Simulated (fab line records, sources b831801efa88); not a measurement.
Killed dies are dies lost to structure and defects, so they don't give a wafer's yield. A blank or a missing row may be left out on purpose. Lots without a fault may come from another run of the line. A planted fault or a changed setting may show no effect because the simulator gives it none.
A struck lot beside a sound one | flow sky130 | 16 steps out of a route of 708
Sound: wafers L359.3, L359.5, L359.6. Struck: wafers L372.1, L372.4, L372.6. The cause comes at the end.
At each step with rows: each side's tool, then ch and its chambers, then its first start. Under that, the readings that differ: sound wafers | struck wafers | difference of the means | sigmas: that difference in standard deviations of wafers without a fault.
alike: readings whose means differ by less than 2 such deviations, and words and numbers that are the same on both sides. not compared: withheld readings, readings that some wafer has no value for, bounds like >300 that may hide the same value, and numbers for which the record gives no deviation and whose values overlap.
The two part at a step that has a row with sigmas, a row that says differs or no value, or rows on one side only. Numbers that don't overlap but have no deviation are shown without sigmas and don't part them. A reading that every wafer of one side lacks parts them only if that side has two wafers or more.

SKY_VT_ADJUST_HVTR_OVL_MEAS_08:
  sound on overlay-02, day 10 07:43; struck on overlay-01, day 14 08:59
  alike: VT_ADJUST_HVTR_OVL
then, 1 step without rows for these wafers: SKY_VT_ADJUST_HVTR_IMPLANT_09.
SKY_VT_ADJUST_HVTR_STRIP_10: strips in O2/N2.
  sound on plasma_asher-01 ch 0,1, day 10 07:55; struck on plasma_asher-03 ch 0,1, day 14 09:11
  reading                      | sound             | struck            | difference | sigmas
  strip_time_to_endpoint_s (s) | 14.17 14.12 14.14 | 14.07 14.03 14.01 | -0.11      | -2
  alike: drypump_motor_current_A, oes_product_au
  not compared: rf_hours_counter_h
SKY_VT_ADJUST_HVTR_TW_MEAS_11:
  sound on film_metro-01, day 10 08:00; struck on film_metro-02, day 14 09:17
  reading           | sound             | struck            | difference | sigmas
  VT_ADJUST_HVTR_TW | 212.4 213.1 213.1 | 210.2 208.4 210.0 | -3.3       | -3
then, 7 steps without rows for these wafers: SKY_VT_ADJUST_PCH_DEHYDRATE_00 (time 60 s); SKY_VT_ADJUST_PCH_HMDS_01 (prime time 60 s); SKY_VT_ADJUST_PCH_COAT_02 (resist thk 3000 nm); SKY_VT_ADJUST_PCH_SOFTBAKE_03; SKY_VT_ADJUST_PCH_EXPOSE_04 (exposes mask NWM, target cd 840 nm); SKY_VT_ADJUST_PCH_PEB_05; SKY_VT_ADJUST_PCH_DEVELOP_06 (develop time 60 s).
SKY_VT_ADJUST_PCH_OVL_MEAS_07:
  sound on overlay-01, day 11 06:44; struck on overlay-02, day 15 12:19
  alike: VT_ADJUST_PCH_OVL
SKY_VT_ADJUST_PCH_IMPLANT_08:
  sound on implanter-02 ch 0, day 11 06:49; struck on implanter-02 ch 0, day 15 12:22
  reading                          | sound                     | struck                       | difference | sigmas
  beam_on_s (s)                    | 10.02 9.98 9.75           | 11.57 11.59 11.90            | +1.77      | +8
  end_station_pressure_torr (Torr) | 4.71e-06 4.9e-06 5.35e-06 | 8.862e-05 9.47e-05 8.811e-05 | +8.549e-05 | +99 or more
  faraday_current_uA               | 2.81 2.82 2.89            | 2.43 2.42 2.36               | -0.44      | -7
SKY_VT_ADJUST_PCH_STRIP_09: strips in O2/N2.
  sound on plasma_asher-02 ch 0,1, day 11 06:57; struck on plasma_asher-02 ch 0, day 15 12:31
  alike: drypump_motor_current_A, oes_product_au, strip_time_to_endpoint_s
  not compared: rf_hours_counter_h
SKY_VT_ADJUST_PCH_TW_MEAS_10:
  sound on film_metro-04, day 11 07:02; struck on film_metro-02, day 15 12:50
  reading          | sound             | struck            | difference | sigmas
  VT_ADJUST_PCH_TW | 142.5 142.7 142.6 | 148.1 148.4 148.5 | +5.7       | +4
  not compared: hold
-- the record jumps here: 34 days lie between the struck wafers' starts before and after (it left off in module VT_ADJUST_PCH and takes up again in module PAD_OPEN, whose first step shown is number 708 of the route) --
SKY_PAD_OPEN_PROBE_99:
  sound on prober-01, day 46 19:56; struck on prober-02, day 49 16:40
  reading                                   | sound                   | struck                  | difference | sigmas
  model.etest.pfet_g5v0d10v5.off_log10_a_um | -12.69 -12.15 -12.49    | -11.81 -11.46 -11.61    | +0.82      |
  model.etest.pfet_g5v0d10v5.vt_sat_v (V)   | -0.6408 -0.6005 -0.6417 | -0.5536 -0.5321 -0.5547 | +0.0809    |
  model.etest.pfet_16v.vt_v (V)             | -1.103 -1.098 -1.106    | -1.03 -1.036 -1.038     | +0.07      |
  model.etest.pfet_g5v0d10v5.vt_v (V)       | -0.8322 -0.7948 -0.8277 | -0.7624 -0.7475 -0.7646 | +0.0601    |
  model.etest.pfet_g5v0d10v5.vt_long_v (V)  | -0.9323 -0.9274 -0.9368 | -0.8692 -0.8743 -0.8797 | +0.0578    |
  model.etest.pfet_01v8_lvt.vt_sat_v (V)    | -0.4284 -0.4215 -0.4328 | -0.3956 -0.3952 -0.4041 | +0.0293    |
  model.etest.pfet_01v8_lvt.vt_v (V)        | -0.524 -0.5167 -0.523   | -0.4904 -0.4932 -0.4964 | +0.0279    |
  model.etest.pfet_01v8_lvt.vt_long_v (V)   | -0.6427 -0.6389 -0.643  | -0.6137 -0.6169 -0.6182 | +0.0253    |
  alike: killed_at_M0_to_M3, killed_at_M4_up, killed_at_contacts, killed_at_front_end, killed_at_other, killed_dies, killed_open, killed_short

WHERE THEY PART
First at SKY_VT_ADJUST_HVTR_STRIP_10; last, within this record, at SKY_VT_ADJUST_PCH_TW_MEAS_10. Later steps at which nothing parts them and some readings are alike: SKY_PAD_OPEN_PROBE_99.

WHY: what the simulator had put in
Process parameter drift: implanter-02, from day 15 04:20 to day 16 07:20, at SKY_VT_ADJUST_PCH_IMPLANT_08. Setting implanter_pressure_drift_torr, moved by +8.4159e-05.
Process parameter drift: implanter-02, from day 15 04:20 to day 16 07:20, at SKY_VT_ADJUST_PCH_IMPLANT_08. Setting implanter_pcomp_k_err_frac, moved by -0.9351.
